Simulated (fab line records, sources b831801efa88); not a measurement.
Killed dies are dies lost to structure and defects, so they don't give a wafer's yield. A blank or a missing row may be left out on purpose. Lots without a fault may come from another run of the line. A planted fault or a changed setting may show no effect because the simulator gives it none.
fab line records | flow sky130
record lots=10 wafers=30 last_day=50
route steps=708 shown LOCAL_INTERCONNECT@400 METAL1@452 VIA1@458 PAD_OPEN@708
lots that met no fault: from a run of the same line without faults
start_h: hours from the record's first day to the start of the lot's first wafer shown | wait_h: hours since the lot's step before | " the same as in the row above | L1.1+2: a row that stands for several wafers | - no value, or no start given | * or withheld: withheld | < > ~ a bound
route shown NAME@n: a module of which the file shows steps, and the number in the route of the first | usual: mean/standard deviation of fault-free wafers | same: alike in all rows | chamber/n: place in a boat | sites: the reading at each site | _std_site: their standard deviation | _edge_site: outer sites' mean less inner sites' | radius_mm: how far each site lies from the wafer's centre | mask NAME#n: copy n | behind: the tool/chamber that last shaped the wafer | hold: why the lot was held/for how many hours/how that ended | device: the transistor (n, p or np) that didn't switch | end of line: the same wafers' tests at the end of the route | a step without rows: its recipe alone | killed: dies lost to structure and defects at the first sort, not the wafer's yield | map: a wafer's dies, x killed, . not, _ none there
set.NAME: the setting as run; set.NAME@STEP: as run at that earlier step | model.NAME: the simulator's own value behind a step, which no gauge read
steps of the route over a sample of lots; a table a step, a row a wafer
services: from which hour (start_h, from the record's first day; less than 0 if before it) a tool's chamber was out of use, for how many hours, and why
## steps
# step SKY_LOCAL_INTERCONNECT_ETCH_13
# recipe chemistry=N2/H2 target=BARC ion_energy_ev=200 bias_w=100 pressure_mtorr=30 n2_flow_sccm=100 h2_flow_sccm=200 icp_w=500 stop_on=SiO2 time_s=45.9 target_depth_a=600
# usual drypump_motor_current_A=5.8/0.4 n2_flow_sccm=100.06/0.27 oes_product_au=0.857/0.0054 throttle_valve_pct=13.224/0.0096
# columns lot.wafer tool chamber start_h wait_h drypump_motor_current_A n2_flow_sccm oes_product_au rf_hours_counter_h throttle_valve_pct
L849.2 rie_metal-02 0 701.50 0.0 5.7 100.18 0.859 11 13.234
L849.3 " 1 " " 5.8 100.02 0.856 - 13.231
L849.4 " 0 " " 5.7 99.96 0.863 - 13.228
L851.1 rie_metal-02 1 717.55 0.0 5.8 100.46 0.863 11 13.229
L851.2 " 0 " " 5.7 100.35 0.861 12 13.218
L851.6 " 0 " " 5.7 100.13 0.862 - 13.218
L856.1 rie_metal-03 1 765.78 0.0 6.2 99.88 0.852 17 13.221
L856.4 " 0 " " 5.3 99.88 0.852 - 13.232
L856.6 " 0 " " 5.3 99.96 0.849 - 13.228
L860.2 rie_metal-01 1 799.80 0.0 6.4 100.36 0.856 14 13.206
L860.4 " 1 " " 6.4 100.53 0.851 - 13.231
L860.6 " 0 " " 5.3 100.02 0.852 - 13.214
L861.1 rie_metal-02 1 807.33 0.0 5.8 99.92 0.851 15 13.216
L861.4 " 1 " " 5.8 99.94 0.860 - 13.254
L861.5 " 1 " " 5.8 100.53 0.866 - 13.231
L865.1 rie_metal-01 1 832.49 0.0 6.4 99.92 0.853 16 13.214
L865.5 " 1 " " 6.4 100.57 0.850 - 13.219
L865.6 " 0 " " 5.3 100.07 0.863 - 13.237
L868.1 rie_metal-01 1 862.84 0.0 6.4 100.20 0.860 17 13.216
L868.2 " 0 " " 5.3 100.16 0.858 2 13.208
L868.5 " 1 " " 6.4 100.10 0.862 - 13.206
L869.4 rie_metal-02 1 870.50 0.0 5.8 100.15 0.863 - 13.227
L869.5 " 1 " " 5.8 99.83 0.845 - 13.224
L869.6 " 0 " " 5.7 99.76 0.847 - 13.224
L872.1 rie_metal-02 0 877.95 0.0 5.7 99.73 0.854 4 13.236
L872.4 " 1 " " 5.8 100.06 0.859 - 13.225
L872.5 " 1 " " 5.8 99.93 0.857 - 13.238
L871.2 rie_metal-03 1 880.13 0.0 6.2 99.88 0.851 3 13.225
L871.3 " 1 " " 6.2 99.93 0.859 - 13.209
L871.4 " 0 " " 5.3 99.35 0.861 - 13.221
# step SKY_LOCAL_INTERCONNECT_METAL_ETCH_14
# recipe target_depth_nm=110 stop_on=PSG chemistry=Cl2/BCl3 target=TiN resist_sidewall_deg=88 pressure_mtorr=10 icp_w=900 bias_w=48.5 Cl2_flow_sccm=60 bcl3_flow_sccm=30 time_s=31.4
# usual drypump_motor_current_A=5.8/0.4 oes_product_au=0.943/0.0072 throttle_valve_pct=21.900/0.01
# columns lot.wafer tool chamber start_h wait_h drypump_motor_current_A oes_product_au rf_hours_counter_h throttle_valve_pct
L849.2 rie_metal-02 0 701.56 0.0 5.7 0.936 11 21.901
L849.3 " 1 " " 5.8 0.935 - 21.893
L849.4 " 0 " " 5.7 0.932 - 21.903
L851.1 rie_metal-02 1 717.61 0.0 5.8 0.932 11 21.908
L851.2 " 0 " " 5.7 0.923 12 21.907
L851.6 " 0 " " 5.7 0.932 - 21.899
L856.1 rie_metal-03 1 765.84 0.0 6.2 0.936 17 21.902
L856.4 " 0 " " 5.3 0.945 - 21.882
L856.6 " 0 " " 5.3 0.935 - 21.888
L860.2 rie_metal-01 1 799.86 0.0 6.4 0.940 14 21.919
L860.4 " 1 " " 6.4 0.947 - 21.872
L860.6 " 0 " " 5.3 0.950 - 21.896
L861.1 rie_metal-02 1 807.45 0.1 5.8 0.955 15 21.895
L861.4 " 1 " " 5.8 0.955 - 21.876
L861.5 " 1 " " 5.8 0.952 - 21.881
L865.1 rie_metal-01 1 832.55 0.0 6.4 0.932 16 21.907
L865.5 " 1 " " 6.4 0.950 - 21.900
L865.6 " 0 " " 5.3 0.944 - 21.903
L868.1 rie_metal-01 1 862.90 0.0 6.4 0.947 17 21.890
L868.2 " 0 " " 5.2 0.940 2 21.904
L868.5 " 1 " " 6.4 0.956 - 21.898
L869.4 rie_metal-02 1 870.56 0.0 5.8 0.943 - 21.905
L869.5 " 1 " " 5.8 0.943 - 21.926
L869.6 " 0 " " 5.7 0.948 - 21.899
L872.1 rie_metal-02 0 878.01 0.0 5.7 0.943 4 21.892
L872.4 " 1 " " 5.8 0.950 - 21.913
L872.5 " 1 " " 5.8 0.949 - 21.898
L871.2 rie_metal-03 1 880.19 0.0 6.2 0.943 3 21.890
L871.3 " 1 " " 6.2 0.946 - 21.888
L871.4 " 0 " " 5.3 0.950 - 21.891
# step SKY_METAL1_ETCH_18
# recipe chemistry=N2/H2 target=BARC ion_energy_ev=200 bias_w=100 pressure_mtorr=30 n2_flow_sccm=100 h2_flow_sccm=200 icp_w=500 stop_on=SiO2 time_s=45.9 target_depth_a=600
# usual drypump_motor_current_A=5.6/0.45 n2_flow_sccm=100.0/0.3 oes_product_au=0.855/0.0048 throttle_valve_pct=13.224/0.0094
# columns lot.wafer tool chamber start_h wait_h drypump_motor_current_A n2_flow_sccm oes_product_au rf_hours_counter_h throttle_valve_pct
L849.2 rie_metal-04 1 760.68 0.0 5.0 99.8 0.859 4 13.233
L849.3 " 0 " " 5.9 100.2 0.871 - 13.219
L849.4 " 1 " " 5.0 100.2 0.858 - 13.237
L851.1 rie_metal-04 1 776.46 0.0 5.0 100.3 0.848 4 13.228
L851.2 " 0 " " 5.8 99.7 0.860 6 13.236
L851.6 " 1 " " 5.0 99.6 0.858 - 13.244
L856.1 rie_metal-02 0 821.65 0.1 5.7 99.8 0.860 0 13.203
L856.4 " 0 " " 5.7 99.9 0.861 - 13.225
L856.6 " 0 " " 5.7 99.5 0.852 - 13.230
L860.2 rie_metal-04 0 856.24 0.0 5.8 100.4 0.849 8 13.234
L860.4 " 1 " " 5.0 100.1 0.851 - 13.226
L860.6 " 0 " " 5.9 99.9 0.848 - 13.242
L861.1 rie_metal-02 1 861.32 0.0 5.8 99.7 0.849 1 13.222
L861.4 " 0 " " 5.7 99.5 0.855 - 13.217
L861.5 " 0 " " 5.7 99.1 0.856 - 13.226
L865.1 rie_metal-04 1 887.33 0.0 5.0 100.0 0.860 8 13.232
L865.5 " 1 " " 4.9 99.5 0.845 - 13.242
L865.6 " 0 " " 5.8 99.9 0.858 - 13.214
L868.1 rie_metal-04 1 916.28 0.0 5.0 100.3 0.852 9 13.221
L868.2 " 0 " " 5.8 99.9 0.856 11 13.212
L868.5 " 1 " " 5.0 100.2 0.852 - 13.224
L869.4 rie_metal-01 0 924.00 0.0 5.2 99.5 0.858 - 13.224
L869.5 " 1 " " 6.4 100.0 0.856 - 13.215
L869.6 " 0 " " 5.3 100.0 0.859 - 13.217
L872.1 rie_metal-01 1 930.41 0.0 6.4 100.3 0.852 1 13.228
L872.4 " 1 " " 6.4 100.0 0.856 - 13.221
L872.5 " 1 " " 6.4 100.6 0.854 - 13.223
L871.2 rie_metal-01 0 932.67 0.0 5.3 100.0 0.860 6 13.235
L871.3 " 0 " " 5.2 99.9 0.847 - 13.222
L871.4 " 1 " " 6.4 100.2 0.855 - 13.215
# step SKY_VIA1_HDPCVD_00
# recipe material=SiO2 target_thk_nm=1030 sigma_open_frac=0.3 time_s=171.7 temp_c=400 sih4_flow_sccm=60 pressure_mtorr=6
# columns lot.wafer tool chamber start_h wait_h
L849.2+3+4 hdpcvd-01 2,0,2 761.42 0.0
L851.1+2+6 hdpcvd-01 2,1,2 777.60 0.0
L856.1+4+6 hdpcvd-01 1,2,1 822.64 0.0
L860.2+4+6 hdpcvd-01 1,2,0 857.03 0.0
L861.1+4+5 hdpcvd-01 1,0,2 862.10 0.0
L865.1+5+6 hdpcvd-02 2,0,1 888.08 0.0
L868.1+2+5 hdpcvd-02 1,2,0 917.02 0.0
L869.4+5+6 hdpcvd-02 2,0,1 924.78 0.1
L872.1+4+5 hdpcvd-02 2,1,2 931.15 0.0
L871.2+3+4 hdpcvd-01 0,2,2 933.41 0.0
# step SKY_VIA1_THK_MEAS_01
# recipe reads=SiO2_of_VIA1_HDPCVD_00
# usual VIA1_HDPCVD_THK=1030/10
# columns lot.wafer tool chamber start_h wait_h hold VIA1_HDPCVD_THK[nm]
L849.2 film_metro-03 - 761.54 0.1 - 1035
L849.3 " - " " - 1045
L849.4 " - " " - 1037
L851.1 film_metro-01 - 777.72 0.1 - 1023
L851.2 " - " " - 1033
L851.6 " - " " - 1021
L856.1 film_metro-03 - 822.75 0.1 - 1034
L856.4 " - " " - 1027
L856.6 " - " " - 1024
L860.2 film_metro-03 - 857.20 0.1 await_dispo/0.2h/release 1650
L860.4 " - " " await_dispo/0.2h/release 1024
L860.6 " - " " await_dispo/0.2h/release 1027
L860.2 film_metro-03 - 857.42 0.2 - 1649
L860.4 " - " " - 1023
L860.6 " - " " - 1027
L861.1 film_metro-02 - 862.21 0.1 await_dispo/0.2h/release 1640
L861.4 " - " " await_dispo/0.2h/release 1023
L861.5 " - " " await_dispo/0.2h/release 1024
L861.1 film_metro-02 - 862.56 0.3 - 1640
L861.4 " - " " - 1023
L861.5 " - " " - 1023
L865.1 film_metro-02 - 888.19 0.1 - 1053
L865.5 " - " " - 1049
L865.6 " - " " - 1058
L868.1 film_metro-01 - 917.14 0.1 - 1034
L868.2 " - " " - 1025
L868.5 " - " " - 1033
L869.4 film_metro-02 - 924.87 0.0 - 1025
L869.5 " - " " - 1017
L869.6 " - " " - 1022
L872.1 film_metro-02 - 931.27 0.1 - 1039
L872.4 " - " " - 1051
L872.5 " - " " - 1032
L871.2 film_metro-02 - 933.55 0.1 - 1014
L871.3 " - " " - 1008
L871.4 " - " " - 1022
# step SKY_PAD_OPEN_PROBE_99
# usual defect_limited_yield=82.4/1.8 killed_at_M0_to_M3=44/7 killed_at_M4_up=3.2/2 killed_at_contacts=25/5.3 killed_at_front_end=15/4.3 killed_at_other=0.3/0.54 killed_dies=86/8.7 killed_open=47/6.4 killed_short=39/5.6 sort_bin_3_pad_short=0.9/0.43 sort_bin_5_function=10.4/1.4 sort_bin_6_memory=6.3/1.2 sort_n_pass=406/8.7 sort_yield_pct=82.4/1.8
# same gross_dies=492 killed_at_back_side=0 sort_bin_4_leakage[%]=0 sort_bin_8_speed[%]=0
# columns lot.wafer tool chamber start_h wait_h defect_limited_yield[%] killed_at_M0_to_M3 killed_at_M4_up killed_at_contacts killed_at_front_end killed_at_other killed_dies killed_open killed_short sort_bin_3_pad_short[%] sort_bin_5_function[%] sort_bin_6_memory[%] sort_n_pass sort_yield_pct[%]
L856.1 prober-02 - 1117.21 0.1 82.5 42 6 23 15 0 86 48 38 0.6 8.3 8.5 406 82.5
L856.4 prober-02 - 1117.36 0.2 84.1 51 1 15 10 1 78 45 33 0.2 11.4 4.3 414 84.1
L856.6 prober-02 - 1117.46 0.2 84.1 35 8 17 18 0 78 44 34 0.6 8.9 6.3 414 84.1
L860.2 prober-02 - 1144.10 0.1 81.7 45 4 26 15 0 90 46 43 0.4 12.0 5.9 402 81.7
L860.4 prober-02 - 1144.20 0.2 83.9 42 1 18 17 1 79 42 35 1.4 10.2 4.5 413 83.9
L860.6 prober-02 - 1144.30 0.2 81.3 46 5 20 20 1 92 50 42 1.8 10.4 6.5 400 81.3
L868.1 prober-02 - 1184.59 0.1 81.7 46 4 23 16 1 90 52 37 1.0 11.2 6.1 402 81.7
L868.2 prober-02 - 1184.64 0.1 82.5 46 8 23 9 0 86 47 39 0.4 11.8 5.3 406 82.5
L868.5 prober-02 - 1184.79 0.2 82.9 48 5 19 11 1 84 44 40 1.6 10.2 5.3 408 82.9
L869.4 prober-01 - 1190.34 0.2 81.5 59 3 15 12 2 91 55 35 0.6 10.0 7.9 401 81.5
L869.5 prober-01 - 1190.39 0.2 79.5 42 1 29 29 0 101 58 43 1.8 11.6 7.1 391 79.5
L869.6 prober-01 - 1190.44 0.2 82.1 41 5 27 15 0 88 53 35 1.0 10.2 6.7 404 82.1
# killed by level:class
L856.1 VIA1:geometric_particle:open=10 CONTACT:geometric_particle:open=9 VIA3:geometric_particle:open=9 METAL2:geometric_particle:short=7 POLY_GATE:geometric_particle:short=5 METAL4:geometric_particle:short=5 METAL1:geometric_particle:short=5 VIA2:geometric_particle:open=5
L856.4 VIA1:geometric_particle:open=11 VIA3:geometric_particle:open=10 METAL2:geometric_particle:short=6 CONTACT:geometric_particle:open=6 METAL1:geometric_particle:short=5 VIA2:geometric_particle:open=5 VIA2:geometric_particle:short=4 FIELD_ISO:geometric_particle:open=3
L856.6 VIA1:geometric_particle:open=8 METAL2:geometric_particle:short=7 POLY_GATE:geometric_particle:open=6 VIA2:geometric_particle:open=6 LOCAL_INTERCONNECT:geometric_particle:short=5 CONTACT:geometric_particle:open=5 FIELD_ISO:geometric_particle:open=4 POLY_GATE:geometric_particle:short=4
L860.2 CONTACT:geometric_particle:open=10 VIA1:geometric_particle:open=9 METAL2:geometric_particle:short=8 LI_CONTACT:geometric_particle:open=7 METAL1:geometric_particle:short=6 VIA2:geometric_particle:open=6 LOCAL_INTERCONNECT:geometric_particle:short=5 VIA1:geometric_particle:short=5
L860.4 VIA1:geometric_particle:open=7 VIA3:geometric_particle:open=7 LI_CONTACT:geometric_particle:open=6 VIA1:geometric_particle:short=6 CONTACT:geometric_particle:open=5 VIA2:geometric_particle:short=5 POLY_GATE:geometric_particle:open=4 VIA2:geometric_particle:open=4
L860.6 VIA3:geometric_particle:open=11 LI_CONTACT:geometric_particle:open=8 VIA1:geometric_particle:open=8 VIA2:geometric_particle:open=7 CONTACT:geometric_particle:open=6 FIELD_ISO:geometric_particle:short=5 POLY_GATE:geometric_particle:short=5 METAL4:geometric_particle:short=4
L868.1 VIA1:geometric_particle:open=13 VIA2:geometric_particle:open=9 LI_CONTACT:geometric_particle:open=8 CONTACT:geometric_particle:open=8 METAL2:geometric_particle:short=8 METAL1:geometric_particle:short=6 FIELD_ISO:geometric_particle:short=5 POLY_GATE:geometric_particle:short=3
L868.2 VIA1:geometric_particle:open=11 CONTACT:geometric_particle:open=8 METAL2:geometric_particle:short=7 METAL1:geometric_particle:short=5 VIA3:geometric_particle:open=5 VIA1:geometric_particle:short=5 METAL4:geometric_particle:short=5 LI_CONTACT:geometric_particle:open=4
L868.5 VIA3:geometric_particle:open=9 VIA1:geometric_particle:open=8 LI_CONTACT:geometric_particle:open=7 VIA2:geometric_particle:open=7 CONTACT:geometric_particle:open=5 METAL1:geometric_particle:short=5 VIA1:geometric_particle:short=5 METAL4:geometric_particle:short=5
L869.4 VIA1:geometric_particle:open=14 VIA3:geometric_particle:open=14 VIA2:geometric_particle:open=10 LI_CONTACT:geometric_particle:open=7 METAL2:geometric_particle:short=6 POLY_GATE:geometric_particle:short=5 CONTACT:geometric_particle:short=3 CONTACT:geometric_particle:open=3
L869.5 VIA1:geometric_particle:open=12 LI_CONTACT:geometric_particle:open=10 CONTACT:geometric_particle:open=8 FIELD_ISO:geometric_particle:open=6 VIA1:geometric_particle:short=6 POLY_GATE:geometric_particle:short=5 SPACER:geometric_particle:open=5 SPACER:geometric_particle:short=5
L869.6 LI_CONTACT:geometric_particle:open=9 CONTACT:geometric_particle:open=9 VIA1:geometric_particle:open=8 VIA2:geometric_particle:open=7 VIA3:geometric_particle:open=6 FIELD_ISO:geometric_particle:open=5 POLY_GATE:geometric_particle:open=5 LI_CONTACT:geometric_particle:short=5
## services
# columns tool chamber start_h hours kind
rie_metal-03 0 696.65 - clean
rie_metal-03 0 696.65 15.3 scheduled_down
rie_metal-03 0 696.65 15.3 vent_cycle
rie_metal-02 0 760.60 2.9 repair
rie_metal-01 0 775.41 - clean
rie_metal-01 0 775.41 21.3 scheduled_down
rie_metal-01 0 775.41 21.3 vent_cycle
rie_metal-02 0 784.29 - clean
rie_metal-02 0 784.29 24.1 scheduled_down
rie_metal-02 0 784.29 24.1 vent_cycle
rie_metal-02 1 808.38 - clean
rie_metal-02 1 808.38 24.1 scheduled_down
rie_metal-02 1 808.38 24.1 vent_cycle
rie_metal-03 1 809.87 - clean
rie_metal-03 1 809.87 19.4 scheduled_down
rie_metal-03 1 809.87 19.4 vent_cycle
hdpcvd-02 0 830.71 17.2 repair
hdpcvd-02 - 857.23 2.0 repair
hdpcvd-02 2 859.99 5.2 repair
rie_metal-01 1 886.31 - clean
rie_metal-01 1 886.31 14.5 scheduled_down
rie_metal-01 1 886.31 14.5 vent_cycle
hdpcvd-02 0 900.49 1.9 repair
rie_metal-04 1 928.13 5.1 repair
## key
first_sign step=SKY_VIA1_THK_MEAS_01 reading=visit direction=added
effect step=SKY_VIA1_THK_MEAS_01 reading=VIA1_HDPCVD_THK direction=up sigmas=60 usual=1030 struck=1645
met_at SKY_VIA1_HDPCVD_00
struck_lots L860,L861
struck_wafers L860.2,L861.1
not_acting_at SKY_LOCAL_INTERCONNECT_ETCH_13,SKY_LOCAL_INTERCONNECT_METAL_ETCH_14,SKY_METAL1_ETCH_18
onset_between 822.64 857.03
fault kind=process_parameter_drift tool=hdpcvd-01 chamber=1 onset_h=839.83 steps=SKY_VIA1_HDPCVD_00 channel=target_thk_nm offset=631.82 shape=step end_h=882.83 acts_in=these_recipes_only stated=1030
